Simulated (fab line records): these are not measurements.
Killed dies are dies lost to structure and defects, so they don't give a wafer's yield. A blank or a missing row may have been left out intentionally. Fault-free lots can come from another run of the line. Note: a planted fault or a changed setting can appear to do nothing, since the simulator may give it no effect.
Which tool is to blame? :: flow sky130 :: 7 lots with 21 wafers sampled at 2 steps, on a route of 708 steps

== WHAT THE GAUGES SHOWED, per wafer ==
SKY_VT_ADJUST_PCH_TW_MEAS_10.
lot: L676
measured: day 11 00:32
on: filmMetro-02
VT_ADJUST_PCH_TW: 141.7 141.7 142.0

lot: L678
measured: day 12 06:26
on: filmMetro-03
VT_ADJUST_PCH_TW: 144.2 144.2 143.1

lot: L680
measured: day 12 14:02
on: filmMetro-02
VT_ADJUST_PCH_TW: 142.7 142.0 142.4

lot: L683
measured: day 13 17:17
on: filmMetro-02
VT_ADJUST_PCH_TW: 142.5 141.7 141.2

lot: L686
measured: day 14 11:46
on: filmMetro-03
VT_ADJUST_PCH_TW: 30.2 30.2 30.1

lot: L695
measured: day 17 10:25
on: filmMetro-02
VT_ADJUST_PCH_TW: 140.1 139.5 140.6

lot: L697
measured: day 17 19:28
on: filmMetro-03
VT_ADJUST_PCH_TW: 144.1 143.8 144.0

== WHICH TOOL RAN EACH LOT (tool, then ch and the chambers of the sampled wafers, then the start) ==
lot: L676
SKY_VT_ADJUST_PCH_IMPLANT_08: implanter-02 ch 0, day 11 00:17

lot: L678
SKY_VT_ADJUST_PCH_IMPLANT_08: implanter-04 ch 0, day 12 06:11

lot: L680
SKY_VT_ADJUST_PCH_IMPLANT_08: implanter-04 ch 0, day 12 13:47

lot: L683
SKY_VT_ADJUST_PCH_IMPLANT_08: implanter-02 ch 0, day 13 17:02

lot: L686
SKY_VT_ADJUST_PCH_IMPLANT_08: implanter-02, day 14 11:32

lot: L695
SKY_VT_ADJUST_PCH_IMPLANT_08: implanter-01 ch 0, day 17 10:10

lot: L697
SKY_VT_ADJUST_PCH_IMPLANT_08: implanter-01 ch 0, day 17 19:15
- SKY_VT_ADJUST_PCH_IMPLANT_08

== THE ANSWER, worked out from the rows above alone ==
Rule: the lots themselves supply what counts as usual. The widest of any qualifying gaps counts: lots, ordered by their means at a reading, are off when they make up no more than a third of the lots, leave a main group of 4 or more, and stand apart from it by 3 or more times the standard deviation of that group's means. Not used: any main group whose means are identical at the precision the tables above print for the reading. Also off: a lot with no number at a reading for which 4 or more lots have one. Any other lot the step has rows for is counted as sound.
Off: L686, at SKY_VT_ADJUST_PCH_TW_MEAS_10 (VT_ADJUST_PCH_TW). Main group: mean 142.3, sd 1.3.
If a tool, at a process step before that reading, ran all the lots that are off and no sound lot after the first of them, it fits. The gauges at SKY_VT_ADJUST_PCH_TW_MEAS_10 are tried like those tools. One fits: implanter-02 at SKY_VT_ADJUST_PCH_IMPLANT_08. Its last sound lot is L683 (day 13 17:02), its first lot that is off L686 (day 14 11:32): a fault that began between those two fits.

== WHAT HAD BEEN PUT IN BY THE SIMULATOR ==
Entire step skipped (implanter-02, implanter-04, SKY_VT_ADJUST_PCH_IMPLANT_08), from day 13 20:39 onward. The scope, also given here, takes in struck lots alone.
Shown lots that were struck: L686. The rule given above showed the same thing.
